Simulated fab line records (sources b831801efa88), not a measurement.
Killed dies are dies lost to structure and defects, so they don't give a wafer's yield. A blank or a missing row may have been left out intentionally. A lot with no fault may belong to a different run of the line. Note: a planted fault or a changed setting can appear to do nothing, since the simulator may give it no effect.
fab line records | flow sky130
record: lots: 7 wafers: 21 last_day: 50
route steps=708 shown CONTACT@417 PAD_OPEN@708
lots that met no fault: from a run of the same line without faults
start_h: hours from the record's first day to the start of the lot's first wafer shown | wait_h: how many hours have passed since the lot's step before this one | " identical to the entry in the row above | L1.1+2: one row covering several wafers at once | - value missing, or start not given | * or withheld: withheld | < > ~ a bound
route shown NAME@n: a module of which the file shows steps, and the number in the route of the first | usual: average and standard deviation across the fault-free wafers | same: alike in all rows | chamber/n: place in a boat | sites: per-site readings | _std_site: how widely they spread, as a standard deviation | _edge_site: mean of outer sites minus mean of inner sites | radius_mm: how far each site lies from the wafer's centre | mask NAME#n: copy n | behind: the last tool/chamber to shape the wafer | hold: cause of the lot's hold/its duration in hours/its outcome | device: which transistor (n, p or np) failed to switch | end of line: tests of these same wafers at the route's end | step lacking rows: just its recipe | killed: the dies lost at the first sort to structure and to defects; this is not the yield of the wafer | map: shows each die of a wafer: x if killed, . if not, _ if none is there
set.NAME: the setting that was run; set.NAME@STEP: the one run at that earlier step | model.NAME: the simulator's own value behind a step, which no gauge read
lots seen at some steps along the route; tables by step, rows by wafer
services: a tool's chamber out of use, with start hour (start_h, from the record's first day; less than 0 if before it), hours out, and reason
== steps ==
step: SKY_CONTACT_EXPOSE_11
recipe: mask_id: CTM1 na: 0.8 source_shape: annular sigma_inner: 0.55 sigma_outer: 0.85 target_cd_nm: 170 dose_mj: 38
step: SKY_CONTACT_PEB_12
recipe: peb_temp_c: withheld peb_time_s: withheld resist: KrF-thick
step: SKY_CONTACT_DEVELOP_13
recipe: develop_time_s: 60 resist: KrF-thick dev_temp_c: 21
step: SKY_CONTACT_CD_MEAS_14
recipe: target_cd_nm: 170
usual: cd_nm: 170.1/1.4
columns lot.wafer tool chamber start_h wait_h cd_nm
L935.1 cd_sem-01 - 748.10 - 168.3
L935.2 " - " " 168.1
L935.4 " - " " 169.8
L938.2 cd_sem-01 - 776.52 - 169.9
L938.3 " - " " 171.5
L938.4 " - " " 170.3
L947.1 cd_sem-02 - 837.72 - 169.4
L947.2 " - " " 171.2
L947.4 " - " " 170.2
L948.1 cd_sem-02 - 849.38 - 167.9
L948.2 " - " " 169.5
L948.4 " - " " 168.4
L949.2 cd_sem-02 - 856.17 - 173.0
L949.3 " - " " 174.2
L949.6 " - " " 172.9
L955.4 cd_sem-02 - 892.10 - 170.7
L955.5 " - " " 170.5
L955.6 " - " " 170.3
L956.1 cd_sem-02 - 898.90 - 170.1
L956.3 " - " " 169.5
L956.4 " - " " 170.2
step: SKY_CONTACT_OVL_MEAS_15
usual: CONTACT_OVL: -2/5.8
columns lot.wafer tool chamber start_h wait_h CONTACT_OVL[nm]
L935.1 overlay-02 - 748.22 0.1 3
L935.2 " - " " -3
L935.4 " - " " -7
L938.2 overlay-01 - 776.62 0.1 5
L938.3 " - " " 0
L938.4 " - " " -5
L947.1 overlay-02 - 837.84 0.1 0
L947.2 " - " " 3
L947.4 " - " " 6
L948.1 overlay-01 - 849.50 0.1 -15
L948.2 " - " " -6
L948.4 " - " " -5
L949.2 overlay-01 - 856.27 0.1 5
L949.3 " - " " 3
L949.6 " - " " 12
L955.4 overlay-02 - 892.18 0.1 3
L955.5 " - " " 1
L955.6 " - " " 2
L956.1 overlay-02 - 899.02 0.1 2
L956.3 " - " " 6
L956.4 " - " " -2
step: SKY_CONTACT_ETCH_16
recipe: chemistry: N2/H2 target: BARC ion_energy_ev: 200 source_w: 500 bias_w: 100 pressure_mtorr: 30 n2_flow_sccm: 100 h2_flow_sccm: 200 stop_on: SiO2 time_s: 45.9 target_depth_a: 600
usual: bias_w: 99.97/0.28 chamber_pressure_mTorr: 29.99/0.048 drypump_motor_current_A: 5.7/0.41 oes_product_au: 0.855/0.0049 rf_fwd_power_W: 494.0/2 throttle_valve_pct: 13.225/0.0093
columns lot.wafer tool chamber start_h wait_h bias_w chamber_pressure_mTorr drypump_motor_current_A oes_product_au rf_fwd_power_W rf_hours_counter_h throttle_valve_pct
L935.1 rie_diel-04 1 748.25 0.0 100.04 30.09 5.3 0.855 492.9 39 13.203
L935.2 " 2 " " 99.73 29.97 5.1 0.859 491.4 6 13.231
L935.4 " 0 " " 100.14 29.98 5.4 0.849 494.0 3 13.213
L938.2 rie_diel-04 2 776.65 0.0 100.33 30.00 5.1 0.853 492.2 7 13.245
L938.3 " 1 " " 100.25 30.01 5.3 0.856 493.5 40 13.237
L938.4 " 3 " " 99.61 29.96 5.6 0.858 494.6 19 13.219
L947.1 rie_diel-01 3 837.87 0.0 100.24 29.97 5.0 0.858 492.0 21 13.240
L947.2 " 1 " " 100.14 29.99 6.0 0.856 492.2 13 13.234
L947.4 " 2 " " 99.58 29.91 5.6 0.850 492.2 11 13.222
L948.1 rie_diel-02 1 849.53 0.0 100.20 30.00 6.1 0.863 495.2 14 13.231
L948.2 " 0 " " 100.26 29.96 6.0 0.858 491.5 6 13.232
L948.4 " 3 " " 99.13 29.95 6.0 0.857 497.0 22 13.218
L949.2 rie_diel-02 1 856.30 0.0 99.80 29.99 6.1 0.851 494.6 14 13.230
L949.3 " 3 " " 100.22 30.01 6.0 0.850 494.6 22 13.219
L949.6 " 0 " " 100.42 29.97 6.0 0.851 491.0 - 13.235
L955.4 rie_diel-02 2 892.20 0.0 99.91 29.96 6.1 0.863 495.3 9 13.223
L955.5 " 0 " " 99.99 29.95 6.1 0.850 494.2 - 13.217
L955.6 " 1 " " 100.01 30.00 6.1 0.855 495.7 - 13.220
L956.1 rie_diel-01 3 899.05 0.0 99.83 29.97 5.0 0.855 493.1 23 13.211
L956.3 " 2 " " 100.51 30.00 5.6 0.861 492.1 12 13.228
L956.4 " 0 " " 100.09 30.00 6.1 0.862 495.8 11 13.215
step: SKY_CONTACT_ETCH_17
recipe: target: SiO2 chemistry: C4F8/O2/Ar stop_on: Si3N4 mask_material: KrF-thick source_w: 1500 bias_w: 1200 pressure_mtorr: 40 c4f8_flow_sccm: withheld O2_flow_sccm: 6 Ar_flow_sccm: 300 time_s: withheld target_depth_a: 3400
usual: bias_w: 1200/3.3 chamber_pressure_mTorr: 40.00/0.036 oes_product_au: 0.892/0.0046 rf_fwd_power_W: 1485/6.4
columns lot.wafer tool chamber start_h wait_h bias_w chamber_pressure_mTorr oes_product_au rf_fwd_power_W
L935.1 rie_diel-04 1 748.29 0.0 1202 40.01 0.880 1477
L935.2 " 2 " " 1196 39.97 0.895 1472
L935.4 " 0 " " 1202 40.05 0.892 1477
L938.2 rie_diel-04 2 776.69 0.0 1204 39.91 0.892 1477
L938.3 " 1 " " 1206 40.04 0.902 1485
L938.4 " 3 " " 1196 40.03 0.888 1490
L947.1 rie_diel-01 3 837.91 0.0 1199 40.01 0.889 1482
L947.2 " 1 " " 1202 39.99 0.902 1483
L947.4 " 2 " " 1196 40.03 0.886 1480
L948.1 rie_diel-02 1 849.58 0.0 1202 40.01 0.898 1504
L948.2 " 0 " " 1193 39.97 0.892 1483
L948.4 " 3 " " 1199 40.01 0.889 1498
L949.2 rie_diel-02 1 856.34 0.0 1199 40.02 0.886 1488
L949.3 " 3 " " 1202 40.00 0.895 1496
L949.6 " 0 " " 1199 40.04 0.891 1476
L955.4 rie_diel-02 2 892.24 0.0 1200 40.02 0.894 1483
L955.5 " 0 " " 1199 40.04 0.890 1478
L955.6 " 1 " " 1203 39.94 0.905 1488
L956.1 rie_diel-01 3 899.09 0.0 1199 40.01 0.897 1491
L956.3 " 2 " " 1201 40.02 0.896 1485
L956.4 " 0 " " 1200 40.00 0.886 1476
step: SKY_CONTACT_ETCH_18
recipe: target: Si3N4 chemistry: CHF3/O2 stop_on: TiN source_w: 600 bias_w: 200 pressure_mtorr: 40 chf3_flow_sccm: 50 O2_flow_sccm: 5 time_s: 39 target_depth_a: 750
usual: bias_w: 200.0/0.65 chamber_pressure_mTorr: 40.00/0.034 drypump_motor_current_A: 5.7/0.4 oes_product_au: 0.854/0.0072 rf_fwd_power_W: 592.2/2.6 throttle_valve_pct: 8.793/0.0082
columns lot.wafer tool chamber start_h wait_h bias_w chamber_pressure_mTorr drypump_motor_current_A oes_product_au rf_fwd_power_W rf_hours_counter_h throttle_valve_pct
L935.1 rie_diel-04 1 - - 200.2 39.95 5.3 0.858 586.8 39 8.800
L935.2 " 2 " " 199.6 39.96 5.1 0.853 587.5 6 8.792
L935.4 " 0 " " 200.1 40.01 5.4 0.859 590.8 3 8.788
L938.2 rie_diel-04 2 - - 199.8 39.99 5.1 0.844 586.8 7 8.802
L938.3 " 1 " " 200.2 39.99 5.3 0.859 591.7 40 8.801
L938.4 " 3 " " 200.5 40.03 5.6 0.861 595.4 19 8.801
L947.1 rie_diel-01 3 - - 199.5 40.02 5.0 0.856 594.1 21 8.783
L947.2 " 1 " " 199.8 39.99 6.0 0.856 592.8 13 8.806
L947.4 " 2 " " 199.1 39.92 5.6 0.869 590.9 11 8.809
L948.1 rie_diel-02 1 - - 199.9 40.02 6.1 0.842 593.2 14 8.778
L948.2 " 0 " " 199.7 40.01 6.0 0.839 587.5 6 8.794
L948.4 " 3 " " 200.6 40.03 5.9 0.854 595.2 22 8.800
L949.2 rie_diel-02 1 - - 200.4 39.95 6.1 0.854 591.2 14 8.794
L949.3 " 3 " " 198.9 39.99 5.9 0.853 595.8 22 8.796
L949.6 " 0 " " 199.9 39.96 6.0 0.871 591.7 - 8.804
L955.4 rie_diel-02 2 - - 200.6 40.01 6.1 0.857 592.7 9 8.794
L955.5 " 0 " " 199.7 39.97 6.0 0.863 587.5 - 8.798
L955.6 " 1 " " 201.2 39.96 6.1 0.866 592.4 - 8.783
L956.1 rie_diel-01 3 - - 200.7 40.05 5.0 0.854 590.5 24 8.795
L956.3 " 2 " " 200.2 39.99 5.6 0.837 590.7 12 8.789
L956.4 " 0 " " 200.5 39.97 6.1 0.862 594.2 11 8.792
step: SKY_CONTACT_STRIP_19
recipe: chemistry: O2/N2 power_w: 1400 pressure_mtorr: 1500 platen_temp_c: withheld o2_flow_sccm: 3000 n2_flow_sccm: 300 overash_fraction: 0.5
usual: chamber_pressure_mTorr: 1499.8/1.3 drypump_motor_current_A: 6.0/0.48 oes_product_au: 0.381/0.0047 strip_time_to_endpoint_s: 3.611/0.027
columns lot.wafer tool chamber start_h wait_h chamber_pressure_mTorr drypump_motor_current_A oes_product_au rf_hours_counter_h strip_time_to_endpoint_s
L935.1 plasma_asher-02 0 748.38 - 1498.3 5.4 0.376 97 3.635
L935.2 " 1 " " 1499.5 6.2 0.378 97 3.584
L935.4 " 1 " " 1499.6 6.2 0.376 - 3.599
L938.2 plasma_asher-01 1 776.88 - 1500.9 5.7 0.374 4 3.571
L938.3 " 1 " " 1500.8 5.8 0.378 - 3.601
L938.4 " 0 " " 1498.5 6.7 0.382 - 3.589
L947.1 plasma_asher-02 0 838.00 - 1500.0 5.4 0.390 108 3.606
L947.2 " 1 " " 1500.7 6.3 0.382 108 3.637
L947.4 " 1 " " 1500.4 6.2 0.382 - 3.615
L948.1 plasma_asher-04 0 849.67 - 1500.1 5.9 0.379 29 3.601
L948.2 " 1 " " 1498.8 6.4 0.377 29 3.609
L948.4 " 0 " " 1500.7 5.9 0.378 - 3.623
L949.2 plasma_asher-02 1 856.43 - 1500.3 6.2 0.382 110 3.617
L949.3 " 1 " " 1500.1 6.3 0.377 - 3.613
L949.6 " 1 " " 1497.4 6.3 0.381 - 3.637
L955.4 plasma_asher-02 1 892.36 - 1499.7 6.2 0.376 - 3.633
L955.5 " 1 " " 1500.3 6.2 0.389 - 3.673
L955.6 " 0 " " 1499.2 5.4 0.381 - 3.635
L956.1 plasma_asher-01 0 899.18 - 1499.5 6.7 0.377 17 3.612
L956.3 " 0 " " 1499.8 6.7 0.378 - 3.593
L956.4 " 1 " " 1499.7 5.7 0.383 - 3.594
step: SKY_CONTACT_STRIP_20
recipe: chemistry: post_etch_residue_remover time_s: 1200 temp_c: 72.5
step: SKY_CONTACT_CLEAN_21
recipe: chemistry: IPA time_s: 180 temp_c: 25
step: SKY_CONTACT_CLEAN_22
recipe: chemistry: O3/DIW dry: n2_spin
step: SKY_CONTACT_SPUTTER_23
recipe: material: TiN target_thk_nm: 20 chamber_pressure_pa: 5 power_w: 4000 time_s: 80
usual: cathode_dc_power_W: 4000.0/0.77 chamber_pressure_pa: 5.000/0.0099 throttle_valve_pct: 29.7/0.92
columns lot.wafer tool chamber start_h wait_h cathode_dc_power_W chamber_pressure_pa throttle_valve_pct
L935.1 pvd_sputter-04 - 748.98 0.0 4000.3 5.009 29.5
L935.2 " - " " 4001.0 5.015 28.3
L935.4 " - " " 4000.8 5.000 30.0
L938.2 pvd_sputter-01 - 777.47 0.0 4000.4 4.996 31.8
L938.3 " - " " 3999.9 4.998 29.0
L938.4 " - " " 4001.0 5.004 30.5
L947.1 pvd_sputter-03 - 838.63 0.0 - - -
L947.2 " - " " - - -
L947.4 " - " " - - -
L948.1 pvd_sputter-01 - 850.37 0.0 - - -
L948.2 " - " " - - -
L948.4 " - " " - - -
L949.2 pvd_sputter-01 - 857.03 0.0 - - -
L949.3 " - " " - - -
L949.6 " - " " - - -
L955.4 pvd_sputter-04 - 892.99 0.0 3999.9 5.010 30.1
L955.5 " - " " 3999.7 4.994 29.3
L955.6 " - " " 4000.8 4.999 28.4
L956.1 pvd_sputter-03 - 899.83 0.0 3999.6 5.006 30.1
L956.3 " - " " 3999.7 4.998 28.8
L956.4 " - " " 3999.9 5.008 29.7
step: SKY_CONTACT_CVD_24
recipe: material: W target_thk_nm: 340 time_s: 102.12 temp_c: 400 pressure_torr: 40
usual: heater_power_outer_w: 534/50 heater_power_w: 880/64
columns lot.wafer tool chamber start_h wait_h heater_power_outer_w heater_power_w
L935.1 cvd_w-01 0 749.04 0.0 461 802
L935.2 " 1 " " 574 931
L935.4 " 1 " " 578 938
L938.2 cvd_w-01 0 777.53 0.0 452 796
L938.3 " 0 " " 465 770
L938.4 " 1 " " 572 945
L947.1 cvd_w-02 0 838.69 0.0 575 933
L947.2 " 1 " " 513 832
L947.4 " 0 " " 585 938
L948.1 cvd_w-01 1 850.43 0.0 582 959
L948.2 " 0 " " 470 802
L948.4 " 1 " " 583 946
L949.2 cvd_w-02 0 857.09 0.0 587 947
L949.3 " 1 " " 521 836
L949.6 " 1 " " 507 836
L955.4 cvd_w-02 1 893.06 0.0 509 824
L955.5 " 0 " " 580 951
L955.6 " 1 " " 510 836
L956.1 cvd_w-02 0 899.90 0.0 572 936
L956.3 " 0 " " 594 945
L956.4 " 1 " " 520 827
step: SKY_PAD_OPEN_PROBE_99
usual: killed_at_M0_to_M3: 44/6.6 killed_at_M4_up: 3.4/1.9 killed_at_contacts: 25/5.6 killed_at_front_end: 15/4.6 killed_at_other: 0.3/0.6 killed_dies: 88/9.5 killed_on_rim: 17/3.8 killed_open: 47/7.1 killed_short: 40/6.4
same: gross_dies: 492 killed_at_back_side: 0
columns lot.wafer tool chamber start_h wait_h killed_at_M0_to_M3 killed_at_M4_up killed_at_contacts killed_at_front_end killed_at_other killed_dies killed_on_rim killed_open killed_short
L947.1 prober-02 - 1152.02 0.1 49 1 432 10 0 492 96 44 40
L947.2 prober-02 - 1152.07 0.1 33 6 436 16 1 492 96 31 47
L947.4 prober-02 - 1152.17 0.2 31 3 442 16 0 492 96 34 34
L948.1 prober-01 - 1158.67 0.1 47 3 423 19 0 492 96 48 41
L948.2 prober-01 - 1158.72 0.1 46 4 418 23 1 492 96 48 44
L948.4 prober-01 - 1158.82 0.2 35 2 445 10 0 492 96 45 26
L949.2 prober-02 - 1166.04 0.1 43 2 429 18 0 492 96 52 35
L949.3 prober-02 - 1166.09 0.2 52 4 423 13 0 492 96 47 45
L949.6 prober-02 - 1166.24 0.2 43 2 429 18 0 492 96 52 42
L955.4 prober-01 - 1189.81 0.2 51 5 26 19 1 102 21 46 56
L955.5 prober-01 - 1189.86 0.2 32 5 24 14 0 75 15 34 41
L955.6 prober-01 - 1189.91 0.2 45 2 31 15 0 93 13 51 42
L956.1 prober-02 - 1193.04 0.1 55 5 18 16 0 94 21 50 44
L956.3 prober-02 - 1193.14 0.2 49 7 24 7 0 87 13 46 41
L956.4 prober-02 - 1193.19 0.2 40 4 33 13 0 90 19 48 42
killed by level:class
L947.1 CONTACT:area_sputter=408 VIA1:geometric_particle:open=9 LI_CONTACT:geometric_particle:open=8 METAL1:geometric_particle:short=8 VIA2:geometric_particle:open=7 VIA3:geometric_particle:open=6 LOCAL_INTERCONNECT:geometric_particle:short=5 CONTACT:geometric_particle:open=5
L947.2 CONTACT:area_sputter=414 CONTACT:geometric_particle:open=7 VIA1:geometric_particle:open=7 FIELD_ISO:geometric_particle:short=6 LI_CONTACT:geometric_particle:open=6 METAL1:geometric_particle:short=6 METAL2:geometric_particle:short=5 VIA3:geometric_particle:short=4
L947.4 CONTACT:area_sputter=424 METAL2:geometric_particle:short=7 CONTACT:geometric_particle:open=6 VIA1:geometric_particle:open=6 LI_CONTACT:geometric_particle:open=5 POLY_GATE:geometric_particle:short=4 POLY_GATE:geometric_particle:open=4 VIA2:geometric_particle:open=4
L948.1 CONTACT:area_sputter=403 VIA1:geometric_particle:open=13 METAL2:geometric_particle:short=11 POLY_GATE:geometric_particle:open=6 CONTACT:geometric_particle:open=6 VIA2:geometric_particle:open=6 LI_CONTACT:geometric_particle:open=5 VIA1:geometric_particle:short=4
L948.2 CONTACT:area_sputter=400 VIA1:geometric_particle:open=14 POLY_GATE:geometric_particle:short=8 VIA2:geometric_particle:open=7 POLY_GATE:geometric_particle:open=6 LOCAL_INTERCONNECT:geometric_particle:short=5 CONTACT:geometric_particle:open=4 LI_CONTACT:geometric_particle:open=4
L948.4 CONTACT:area_sputter=421 VIA1:geometric_particle:open=9 VIA3:geometric_particle:open=8 VIA2:geometric_particle:open=7 LI_CONTACT:geometric_particle:open=6 CONTACT:geometric_particle:short=6 CONTACT:geometric_particle:open=5 POLY_GATE:geometric_particle:open=4
L949.2 CONTACT:area_sputter=404 VIA1:geometric_particle:open=13 CONTACT:geometric_particle:open=10 VIA1:geometric_particle:short=7 FIELD_ISO:geometric_particle:open=5 POLY_GATE:geometric_particle:open=5 LI_CONTACT:geometric_particle:open=5 CONTACT:geometric_particle:short=4
L949.3 CONTACT:area_sputter=400 VIA2:geometric_particle:open=9 VIA3:geometric_particle:short=8 VIA1:geometric_particle:open=8 LI_CONTACT:geometric_particle:open=7 METAL1:geometric_particle:short=7 CONTACT:geometric_particle:short=5 CONTACT:geometric_particle:open=5
L949.6 CONTACT:area_sputter=398 CONTACT:geometric_particle:open=11 VIA1:geometric_particle:open=11 LI_CONTACT:geometric_particle:open=8 METAL1:geometric_particle:short=8 VIA3:geometric_particle:open=8 METAL2:geometric_particle:short=5 FIELD_ISO:geometric_particle:short=4
L955.4 CONTACT:geometric_particle:open=11 VIA1:geometric_particle:open=11 METAL3:geometric_particle:short=8 POLY_GATE:geometric_particle:short=7 VIA2:geometric_particle:open=7 METAL1:geometric_particle:short=7 METAL2:geometric_particle:short=6 CONTACT:geometric_particle:short=5
L955.5 CONTACT:geometric_particle:open=9 CONTACT:geometric_particle:short=6 VIA2:geometric_particle:open=6 POLY_GATE:geometric_particle:short=5 LI_CONTACT:geometric_particle:open=5 METAL1:geometric_particle:short=4 METAL2:geometric_particle:short=4 FIELD_ISO:geometric_particle:short=3
L955.6 VIA1:geometric_particle:open=11 CONTACT:geometric_particle:open=9 LOCAL_INTERCONNECT:geometric_particle:short=8 LI_CONTACT:geometric_particle:open=7 METAL1:geometric_particle:short=7 VIA3:geometric_particle:open=6 FIELD_ISO:geometric_particle:open=5 VIA2:geometric_particle:short=5
L956.1 VIA1:geometric_particle:open=12 METAL1:geometric_particle:short=7 VIA2:geometric_particle:open=7 CONTACT:geometric_particle:open=6 VIA1:geometric_particle:short=6 VIA3:geometric_particle:open=6 LI_CONTACT:geometric_particle:open=5 FIELD_ISO:geometric_particle:open=4
L956.3 VIA1:geometric_particle:open=13 CONTACT:geometric_particle:open=9 CONTACT:geometric_particle:short=7 METAL2:geometric_particle:short=7 VIA2:geometric_particle:open=6 VIA2:geometric_particle:short=5 METAL3:geometric_particle:short=5 VIA3:geometric_particle:open=5
L956.4 LI_CONTACT:geometric_particle:open=12 LOCAL_INTERCONNECT:geometric_particle:short=9 CONTACT:geometric_particle:open=9 METAL2:geometric_particle:short=7 VIA3:geometric_particle:open=7 VIA2:geometric_particle:open=6 METAL1:geometric_particle:short=6 VIA1:geometric_particle:open=6
map L947.1 (x killed, . not)
__________xxxxxxxxxx_________
________xxxxxxxxxxxxxx_______
______xxxxxxxxxxxxxxxxxx_____
_____xxxxxxxxxxxxxxxxxxxx____
____xxxxxxxxxxxxxxxxxxxxxx___
___xxxxxxxxxxxxxxxxxxxxxxxx__
__xxxxxxxxxxxxxxxxxxxxxxxxxx_
_xxxxxxxxxxxxxxxxxxxxxxxxxxxx
_xxxxxxxxxxxxxxxxxxxxxxxxxxxx
_xxxxxxxxxxxxxxxxxxxxxxxxxxxx
_xxxxxxxxxxxxxxxxxxxxxxxxxxxx
_xxxxxxxxxxxxxxxxxxxxxxxxxxxx
_xxxxxxxxxxxxxxxxxxxxxxxxxxxx
_xxxxxxxxxxxxxxxxxxxxxxxxxxxx
_xxxxxxxxxxxxxxxxxxxxxxxxxxxx
__xxxxxxxxxxxxxxxxxxxxxxxxxx_
___xxxxxxxxxxxxxxxxxxxxxxxx__
____xxxxxxxxxxxxxxxxxxxxxx___
_____xxxxxxxxxxxxxxxxxxxx____
______xxxxxxxxxxxxxxxxxx_____
________xxxxxxxxxxxxxx_______
__________xxxxxxxxxx_________
map L948.1 (x killed, . not)
__________xxxxxxxxxx_________
________xxxxxxxxxxxxxx_______
______xxxxxxxxxxxxxxxxxx_____
_____xxxxxxxxxxxxxxxxxxxx____
____xxxxxxxxxxxxxxxxxxxxxx___
___xxxxxxxxxxxxxxxxxxxxxxxx__
__xxxxxxxxxxxxxxxxxxxxxxxxxx_
_xxxxxxxxxxxxxxxxxxxxxxxxxxxx
_xxxxxxxxxxxxxxxxxxxxxxxxxxxx
_xxxxxxxxxxxxxxxxxxxxxxxxxxxx
_xxxxxxxxxxxxxxxxxxxxxxxxxxxx
_xxxxxxxxxxxxxxxxxxxxxxxxxxxx
_xxxxxxxxxxxxxxxxxxxxxxxxxxxx
_xxxxxxxxxxxxxxxxxxxxxxxxxxxx
_xxxxxxxxxxxxxxxxxxxxxxxxxxxx
__xxxxxxxxxxxxxxxxxxxxxxxxxx_
___xxxxxxxxxxxxxxxxxxxxxxxx__
____xxxxxxxxxxxxxxxxxxxxxx___
_____xxxxxxxxxxxxxxxxxxxx____
______xxxxxxxxxxxxxxxxxx_____
________xxxxxxxxxxxxxx_______
__________xxxxxxxxxx_________
== services ==
columns tool chamber start_h hours kind
plasma_asher-01 - 733.75 9.0 pm
plasma_asher-01 0 733.75 9.0 vent_cycle
plasma_asher-01 1 733.75 9.0 vent_cycle
plasma_asher-01 0 742.75 - clean
plasma_asher-01 1 742.75 - clean
plasma_asher-01 - 745.79 4.5 repair
plasma_asher-01 - 766.41 6.7 repair
plasma_asher-02 - 766.42 12.0 repair
rie_diel-01 3 770.48 11.2 repair
cvd_w-01 - 778.07 0.5 repair
rie_diel-04 1 804.37 - clean
rie_diel-04 1 804.37 16.9 scheduled_down
rie_diel-04 1 804.37 16.9 vent_cycle
rie_diel-04 2 812.83 54.2 repair
plasma_asher-01 - 827.69 14.6 pm
cvd_w-01 1 831.93 11.4 repair
pvd_sputter-03 - 832.97 0.5 repair
cvd_w-01 0 836.09 4.9 repair
cvd_w-02 - 852.52 1.0 repair
plasma_asher-04 - 865.22 1.0 repair
pvd_sputter-04 1 883.01 - consumable_replace:kit
pvd_sputter-04 1 883.01 18.0 scheduled_down
pvd_sputter-04 1 883.01 18.0 vent_cycle
pvd_sputter-01 - 898.87 9.4 repair
== key ==
first_sign: step: SKY_CONTACT_SPUTTER_23 reading: tool_record direction: missing
effect: step: SKY_PAD_OPEN_PROBE_99 reading: killed_at_contacts direction: up sigmas: 73 usual: 25 struck: 431
more_kills_born_at: SKY_CONTACT_SPUTTER_23@pvd_sputter-01: 2420 SKY_CONTACT_SPUTTER_23@pvd_sputter-03: 1243
met_at SKY_CONTACT_SPUTTER_23
struck_wafers L947.1,L947.2,L947.4,L948.1,L948.2,L948.4,L949.2,L949.3,L949.6
later_rows_left_out L947.1,L947.2,L947.4,L948.1,L948.2,L948.4,L949.2,L949.3,L949.6
tester_left_out L947,L948,L949
onset_between 777.47 838.63
fault: kind: skipped_step_whole tool: pvd_sputter-01,pvd_sputter-03 chamber: - onset_h: 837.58 steps: SKY_CONTACT_SPUTTER_23 scope: struck_lots_only
tester_left_out: of these lots the tester's yield and bins aren't shown, on N5 and GAA mostly nor the transistor test; their killed dies are dies lost to structure and defects alone, not to doping, threshold or leakage, so they don't give the yield
later_rows_left_out: the simulator's readings of these wafers behind a module that went badly wrong aren't trusted and aren't shown, but for the sort
